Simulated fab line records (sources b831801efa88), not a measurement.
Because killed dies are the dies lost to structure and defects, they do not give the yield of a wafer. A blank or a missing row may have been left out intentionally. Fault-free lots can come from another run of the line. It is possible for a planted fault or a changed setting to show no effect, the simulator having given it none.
A lot that was struck, set against a sound lot	flow sky130	21 steps out of a route of 708
Sound: wafers L254.2, L254.3, L254.6. Struck: wafer L269.2 (left out: L269.6, a lot-mate that was not struck); the cause follows at the end.
For every step that has rows: the tool of each side, followed by ch and its chambers, followed by its first start. Under that, the readings that differ: sound wafers	struck wafers	difference of the means	sigmas: that difference in standard deviations of wafers without a fault.
alike: readings with means less than 2 such deviations apart, plus words and numbers identical on both sides. not compared: withheld readings, readings lacking a value on some wafer, bounds such as >300 that could conceal the same value, and numbers that have no deviation in the record and whose values overlap.
The two part at a step that has a row with sigmas, a row that says differs or no value, or rows on one side only. Numbers that don't overlap but have no deviation are shown without sigmas and don't part them. Lack of a reading on every wafer of one side parts them only where that side has two or more wafers.

first, 4 steps without rows for these wafers: SKY_METAL2_STRIP_21 (strips in post etch residue remover, time 1200 s); SKY_METAL2_CLEAN_22 (cleans in IPA, time 180 s); SKY_METAL2_CLEAN_23 (cleans in O3/DIW); SKY_VIA2_HDPCVD_00 (deposits SiO2, target thk 1180 nm, time 196.7 s).
SKY_VIA2_THK_MEAS_01:
  sound on filmMetro-02, day 35 18:31; struck on filmMetro-01, day 40 11:31
  alike: VIA2_HDPCVD_THK
SKY_VIA2_CMP_02: polishes SiO2.
  sound on cmp-02 ch 0,1,3, day 35 18:37; struck on cmp-01 ch 2, day 40 11:44
  alike: motorCurrentA
SKY_VIA2_BOW_MEAS_03:
  sound on filmMetro-01, day 35 18:53; struck on filmMetro-02, day 40 11:58
  alike: VIA2_BOW
then, 5 steps without rows for these wafers: SKY_VIA2_DEHYDRATE_04 (time 60 s); SKY_VIA2_HMDS_05 (prime time 60 s); SKY_VIA2_COAT_06 (resist thk 60 nm); SKY_VIA2_COAT_07 (resist thk 450 nm); SKY_VIA2_SOFTBAKE_08 (time 90 s).
SKY_VIA2_EXPOSE_09: exposes mask VIM2, target cd 200 nm.
  sound on krfScanner-01 ch 0, day 36 08:34; struck on krfScanner-02 ch 0, day 41 00:11
  alike: mask, reticleTempC
then, 2 steps without rows for these wafers: SKY_VIA2_PEB_10; SKY_VIA2_DEVELOP_11 (develop time 60 s).
SKY_VIA2_CD_MEAS_12 targets a cd of 200 nm.
  sound on cdSem-01, day 36 21:20; struck on cdSem-01, day 41 11:26
reading	sound	struck	difference	sigmas
cdNm (nm)	201.5 200.9 201.5	153.4	-47.9	-37
SKY_VIA2_OVL_MEAS_13:
  sound on overlay-02, day 36 21:26; struck on overlay-02, day 41 11:32
  alike: VIA2_OVL
SKY_VIA2_ETCH_14: etches BARC in N2/H2, stops on SiO2, time 45.9 s, target depth 60 nm.
  sound on rieDiel-01 ch 0,2,3, day 36 21:28; struck on rieDiel-04 ch 3, day 41 11:34
reading	sound	struck	difference	sigmas
drypumpMotorCurrentA (A)	5.4 5.7 5.1	6.7	+1.3	+3
h2FlowSccm (sccm)	200.3 199.3 199.2	201.0	+1.4	+2
model.VIA2.cdNm (nm)	201.3 200.8 201	153.4	-47.6	
  alike: oesProductAu, throttleValvePct
  not compared: rfHoursCounterH
SKY_VIA2_ETCH_15: etches SiO2 in C4F8/O2/Ar, stops on TiN, target depth 546 nm, time 84 s.
  sound on rieDiel-01 ch 0,2,3, day 36 21:30; struck on rieDiel-04 ch 3, day 41 11:37
reading	sound	struck	difference	sigmas
model.VIA2.cdNm (nm)	208 201.5 203.5	152.7	-51.6	
  alike: oesProductAu
  not compared: rfHoursCounterH
SKY_VIA2_STRIP_16: strips in O2/N2.
  sound on plasmaAsher-02 ch 0,1, day 36 21:34; struck on plasmaAsher-04 ch 0, day 41 11:40
reading	sound	struck	difference	sigmas
drypumpMotorCurrentA (A)	4.7 4.7 5.7	5.9	+0.9	+2
  alike: oesProductAu, stripTimeToEndpointS
  not compared: rfHoursCounterH
-- the record jumps here: 8 days lie between the struck wafers' starts before and after (it left off in module VIA2 and takes up again in module PAD_OPEN, whose first step shown is number 708 of the route) --
SKY_PAD_OPEN_PROBE_99:
  sound on prober-02, day 46 04:40; struck on prober-02, day 49 20:56
reading	sound	struck	difference	sigmas
defectLimitedYield (%)	84.3 82.9 84.8	4.9	-79.1	-44
killed_at_M0_to_M3	39 35 34	415	+379	+49
killedDies	77 84 75	468	+389	+43
killedOnRim	14 17 17	87	+71	+20
killedShort	32 41 37	53	+16	+3
sort_bin_5_function (%)	10.2 8.3 10.2	86.0	+76.4	+51
sort_bin_6_memory (%)	5.3 7.3 4.7	7.9	+2.1	+2
sortNPass	415 408 417	24	-389	-43
sortYieldPct (%)	84.3 82.9 84.8	4.9	-79.1	-44
  alike: killed_at_M4_up, killedAtContacts, killedAtFrontEnd, killedAtOther, killedOpen, sort_bin_3_pad_short

WHERE THEY PART
Earliest at SKY_VIA2_CD_MEAS_12; latest, in this record, at SKY_PAD_OPEN_PROBE_99.

WHY: what the simulator had put in
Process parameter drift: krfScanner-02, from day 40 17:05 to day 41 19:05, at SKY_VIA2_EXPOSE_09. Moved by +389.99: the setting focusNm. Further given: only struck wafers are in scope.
